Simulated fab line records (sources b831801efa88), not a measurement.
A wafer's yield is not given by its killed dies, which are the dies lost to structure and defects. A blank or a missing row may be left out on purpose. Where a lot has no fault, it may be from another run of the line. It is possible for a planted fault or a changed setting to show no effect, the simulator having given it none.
2 desks, one fault || flow sky130 || numbers are kept per desk, each desk with only its own; the story behind them comes last

== DESK OF THE TOOL OWNER: lpcvd-02 ==
The tool's own readings at SKY_POLY_GATE_CVD_03 (deposits Si3N4 from DCS/NH3, target thk 75 nm, time 1290 s): means of the sampled wafers that have a number, for each lot that ran on this tool. Any lot whose mean is over 4 standard deviations away from the usual mean is out of limits and marked OUT; that distance is given in the brackets.
Columns: A = spikeTcBottomC at SKY_POLY_GATE_CVD_03, usual 787 C
{"lot": "L835", "first seen here": "day 15 05:26", "A": 782}
{"lot": "L836", "first seen here": "day 15 15:02", "A": 789}
{"lot": "L838", "first seen here": "day 16 18:29", "A": 782}
{"lot": "L846", "first seen here": "day 19 09:44", "A": 781}
{"lot": "L847", "first seen here": "day 19 19:56", "A": 789}
{"lot": "L848", "first seen here": "day 20 02:14", "A": 790}
{"lot": "L849", "first seen here": "day 20 13:38", "A": 789}
{"lot": "L850", "first seen here": "day 20 17:19", "A": 789}
{"lot": "L851", "first seen here": "day 21 07:53", "A": 789}
{"lot": "L853", "first seen here": "day 22 02:49", "A": 789}
{"lot": "L855", "first seen here": "day 22 15:57", "A": 782}
{"lot": "L856", "first seen here": "day 23 03:48", "A": 781}
{"lot": "L857", "first seen here": "day 23 07:56", "A": 789}
Finding of this desk: none of the 13 lots has anything out of limits.

== METROLOGY DESK ==
Means of the sampled wafers that have a number, per lot and without regard to the tool the lot ran on: this is what the gauges read. Any lot whose mean is over 4 standard deviations away from the usual mean is out of limits and marked OUT; that distance is given in the brackets.
Columns: A = POLY_GATE_CVD_03_THK at SKY_POLY_GATE_THK_MEAS_04, usual 75.0 nm; B = VIA3_HDPCVD_THK at SKY_VIA3_THK_MEAS_01, usual 1629 nm
{"lot": "L835", "first seen here": "day 15 06:49", "A": 75.5, "B": 1622}
{"lot": "L836", "first seen here": "day 15 16:25", "A": 73.9, "B": 1631}
{"lot": "L838", "first seen here": "day 16 19:50", "A": "98.6 (+34) OUT", "B": 1649}
{"lot": "L846", "first seen here": "day 19 11:05", "A": 76.1, "B": 1648}
{"lot": "L847", "first seen here": "day 19 21:19", "A": 76.1, "B": 1619}
{"lot": "L848", "first seen here": "day 20 03:37", "A": 75.2, "B": 1630}
{"lot": "L849", "first seen here": "day 20 14:59", "A": 75.0, "B": 1625}
{"lot": "L850", "first seen here": "day 20 18:41", "A": 74.6, "B": 1628}
{"lot": "L851", "first seen here": "day 21 09:56", "A": 73.8, "B": 1609}
{"lot": "L853", "first seen here": "day 22 04:52", "A": 74.6, "B": 1632}
{"lot": "L855", "first seen here": "day 22 18:00", "A": 74.0, "B": 1623}
{"lot": "L856", "first seen here": "day 23 05:50", "A": 75.2, "B": 1629}
{"lot": "L857", "first seen here": "day 23 09:59", "A": 74.5, "B": 1626}
Finding of this desk: L838 out of limits, first seen on L838 at day 16 19:50 (POLY_GATE_CVD_03_THK at SKY_POLY_GATE_THK_MEAS_04). L835, L836, L846, L847, L848, L849, L850, L851, L853, L855, L856, L857 stayed within limits.

== BROUGHT TOGETHER ==
The metrology desk could have raised an alarm at day 16 19:50, on L838.
The tool owner's desk saw nothing out of limits.
The tool owner's desk has L838 on record, within its limits.
On lpcvd-02, each named lot ran SKY_POLY_GATE_CVD_03.

== WHAT THE SIMULATOR HAD INSERTED ==
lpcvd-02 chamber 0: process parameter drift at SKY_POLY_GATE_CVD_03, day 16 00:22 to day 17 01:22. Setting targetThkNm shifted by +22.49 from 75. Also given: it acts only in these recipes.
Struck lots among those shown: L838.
Delay in hours, fault start to first out-of-limits reading, per desk: metrology desk 19.
